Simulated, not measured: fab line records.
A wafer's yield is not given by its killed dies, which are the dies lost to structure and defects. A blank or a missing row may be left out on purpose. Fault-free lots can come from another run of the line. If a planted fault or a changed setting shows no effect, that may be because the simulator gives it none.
Chamber matching | flow gf180mcu | 4 sister chambers for GF_V1_CMP_26 on cmp-02
The step polishes, stops on SiO2, t overpolish 15 s, target thk 0 nm. 8 wafers are shown with their chamber, then 12 later ones without.

== WAFERS WITH THEIR CHAMBER ==
wafer  | chamber | motor-current-A (A) | time-to-endpoint-s (s)
L204.6 | 0       | 9.8                 | 89
L210.1 | 2       | 11.8                | 83
L213.1 | 2       | 12.4                | 94
L213.3 | 3       | 10.6                | 93
L213.4 | 1       | 10.4                | 87
L214.2 | 0       | 10.0                | 89
L214.4 | 1       | 10.4                | 86
L214.5 | 3       | 10.6                | 87

== WAFERS WITH NO CHAMBER GIVEN ==
wafer  | motor-current-A (A) | time-to-endpoint-s (s)
L215.1 | 10.8                | 85
L215.3 | 10.5                | 88
L215.6 | 10.6                | 85
L216.1 | 10.8                | 86
L216.4 | 11.1                | 86
L216.6 | 11.0                | 88
L218.1 | 10.5                | 81
L218.2 | 10.4                | 84
L218.5 | 12.1                | 87
L219.1 | 10.7                | 84
L219.3 | 11.8                | 90
L219.6 | 11.9                | 86

== WHICH CHAMBER EACH ONE RAN IN ==
wafer  | from the rows above          | in truth
L215.1 | can't be placed: 3 or 1      | 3
L215.3 | can't be placed: 1 or 3      | 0
L215.6 | can't be placed: 1 or 3      | 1
L216.1 | can't be placed: 3 or 1      | 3
L216.4 | can't be placed: 3 or 1      | 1
L216.6 | can't be placed: 3 or 1      | 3
L218.1 | can't be placed: 1 or 3 or 0 | 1
L218.2 | can't be placed: 1 or 3 or 0 | 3
L218.5 | 2                            | 2
L219.1 | can't be placed: 3 or 1      | 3
L219.3 | 2                            | 2
L219.6 | 2                            | 2
Correctly placed: 3 of 12. From these rows, 9 cannot be placed; in 8 the true chamber is one of the candidates. Wrongly placed: 0.
How it was worked out, from the rows above alone: a wafer's distance from a chamber is the root of the sum, over the readings, of the square of ((its reading less the chamber's mean) divided by the reading's scatter). The wafer belongs to the nearest chamber; if the next one is less than 2 further off, it can't be placed. The mean given for a chamber averages the wafers shown for that chamber. The scatter: the root of (the sum of the squares of (reading less its chamber's mean) over the shown wafers, divided by (wafers less chambers)).
